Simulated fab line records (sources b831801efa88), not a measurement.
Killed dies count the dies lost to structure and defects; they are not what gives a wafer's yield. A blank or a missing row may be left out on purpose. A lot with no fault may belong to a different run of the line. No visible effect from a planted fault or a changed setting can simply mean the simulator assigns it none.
Which tool was responsible? / flow gf180mcu / Sampling: 6 lots, 18 wafers, 5 of 602 route steps

## WHAT THE GAUGES READ, wafer by wafer
GF_M5_CD_MEAS_07: the cd target is 280 nm.
lot=L685; measured=day 26 21:32; on=cd sem-01; cd nm (nm)=278.9 278.9 280.6
lot=L688; measured=day 27 14:51; on=cd sem-01; cd nm (nm)=279.1 279.7 279.7
lot=L692; measured=day 28 19:20; on=cd sem-02; cd nm (nm)=280.1 279.5 279.6
lot=L695; measured=day 29 16:57; on=cd sem-01; cd nm (nm)=278.8 278.7 278.6
lot=L703; measured=day 32 01:10; on=cd sem-02; cd nm (nm)=290.2 289.8 289.7
lot=L706; measured=day 32 21:17; on=cd sem-02; cd nm (nm)=286.4 286.3 287.3

## TOOL THAT RAN EACH LOT (tool first, then ch and the chambers of the sampled wafers, then the start)
lot=L685; GF_V4_SPUTTER_21=pvd sputter-03, day 25 03:09; GF_V4_SPUTTER_22=pvd sputter-03, day 25 03:13; GF_MIM_SPUTTER_02=pvd sputter-04, day 25 03:58; GF_M5_EXPOSE_04=krf scanner-01 ch 0, day 26 11:45
lot=L688; GF_V4_SPUTTER_21=pvd sputter-02, day 25 20:13; GF_V4_SPUTTER_22=pvd sputter-02, day 25 20:16; GF_MIM_SPUTTER_02=pvd sputter-03, day 25 21:02; GF_M5_EXPOSE_04=krf scanner-01 ch 0, day 27 05:14
lot=L692; GF_V4_SPUTTER_21=pvd sputter-03, day 27 03:50; GF_V4_SPUTTER_22=pvd sputter-03, day 27 03:53; GF_MIM_SPUTTER_02=pvd sputter-03, day 27 04:39; GF_M5_EXPOSE_04=krf scanner-02 ch 0, day 28 10:12
lot=L695; GF_V4_SPUTTER_21=pvd sputter-03, day 28 03:19; GF_V4_SPUTTER_22=pvd sputter-03, day 28 03:23; GF_MIM_SPUTTER_02=pvd sputter-03, day 28 04:21; GF_M5_EXPOSE_04=krf scanner-01 ch 0, day 29 07:10
lot=L703; GF_V4_SPUTTER_21=pvd sputter-02, day 30 11:35; GF_V4_SPUTTER_22=pvd sputter-02, day 30 11:38; GF_MIM_SPUTTER_02=pvd sputter-04, day 30 12:49; GF_M5_EXPOSE_04=krf scanner-01 ch 0, day 31 16:07
lot=L706; GF_V4_SPUTTER_21=pvd sputter-01, day 31 09:48; GF_V4_SPUTTER_22=pvd sputter-01, day 31 09:52; GF_MIM_SPUTTER_02=pvd sputter-04, day 31 10:38; GF_M5_EXPOSE_04=krf scanner-01 ch 0, day 32 12:24
- GF_V4_SPUTTER_21: material Ti, target thk 15 nm, time 80.02 s.
- GF_V4_SPUTTER_22: material TiN, target thk 10 nm, time 40 s.
- GF_MIM_SPUTTER_02: material AlCu, target thk 450 nm, time 23.9 s.
- GF_M5_EXPOSE_04: exposes mask Metal5, target cd 280 nm.

## THE ANSWER, worked out from the rows above alone
Rule: the lots themselves supply what counts as usual. The widest of any qualifying gaps counts: lots, ordered by their means at a reading, are off when they make up no more than a third of the lots, leave a main group of 4 or more, and stand apart from it by 3 or more times the standard deviation of that group's means. A main group is skipped when, at the precision printed for the reading in the tables above, its means are all equal. A lot without any number at a reading at which 4 lots or more have one is off too. Any other lot the step has rows for is counted as sound.
Off, at GF_M5_CD_MEAS_07 on cd nm: L703, L706. Main group: mean 279.4 nm, sd 0.39.
If a tool, at a process step before that reading, ran all the lots that are off and no sound lot after the first of them, it fits. Those tools and the gauges at GF_M5_CD_MEAS_07 are tried in the same way. Can't be told from this: 3 tools fit, pvd sputter-04 at GF_MIM_SPUTTER_02, krf scanner-01 at GF_M5_EXPOSE_04, cd sem-02 at GF_M5_CD_MEAS_07.

## WHAT HAD BEEN PUT IN BY THE SIMULATOR
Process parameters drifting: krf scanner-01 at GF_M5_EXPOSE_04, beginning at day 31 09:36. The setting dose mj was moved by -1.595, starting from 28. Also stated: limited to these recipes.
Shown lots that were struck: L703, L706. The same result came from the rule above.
